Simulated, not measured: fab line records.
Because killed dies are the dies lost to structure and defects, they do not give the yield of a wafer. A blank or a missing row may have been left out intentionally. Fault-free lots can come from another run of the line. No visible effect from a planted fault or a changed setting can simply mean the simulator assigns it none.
Chamber matching ; flow gf180mcu ; 3 sister chambers for GF_V4_CVD_02 on pecvd-01
The step deposits SiO2 from TEOS, target thk 850 nm, time 94.851 s. 3 wafers are shown with their chamber, then 12 later ones without.

== EACH WAFER AND ITS CHAMBER ==
wafer;chamber;heaterPowerW (W)
L082.1;0;489
L083.4;1;510
L083.5;2;626

== WAFERS MISSING THEIR CHAMBER ==
wafer;heaterPowerW (W)
L085.1;450
L085.3;557
L085.6;609
L090.2;642
L090.3;526
L090.4;557
L093.1;654
L093.2;524
L093.5;497
L096.3;529
L096.4;435
L096.5;565

== WHICH CHAMBER EACH WENT THROUGH ==
wafer;from the rows above;in truth
L085.1;can't be placed: 0 or 1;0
L085.3;can't be placed: 1 or 0 or 2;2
L085.6;2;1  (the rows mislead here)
L090.2;2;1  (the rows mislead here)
L090.3;can't be placed: 1 or 0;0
L090.4;can't be placed: 1 or 0 or 2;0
L093.1;2;2
L093.2;can't be placed: 1 or 0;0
L093.5;can't be placed: 0 or 1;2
L096.3;can't be placed: 1 or 0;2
L096.4;can't be placed: 0 or 1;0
L096.5;can't be placed: 1 or 2 or 0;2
Placed correctly: 1 of 12. From these rows, 9 cannot be placed; in 7 the true chamber is one of the candidates. Placed wrongly: 2.
How it was worked out, from the rows above alone: a wafer's distance from a chamber is the root of the sum, over the readings, of the square of ((its reading less the chamber's mean) divided by the reading's scatter). If the next closest chamber is less than 2 further off than the closest, the wafer can't be placed; otherwise it belongs to the closest. Each chamber's mean is taken over the wafers shown for it. The scatter: with one shown wafer a chamber, the root of the mean of the squares of how far each hidden wafer lies from its nearest shown one.
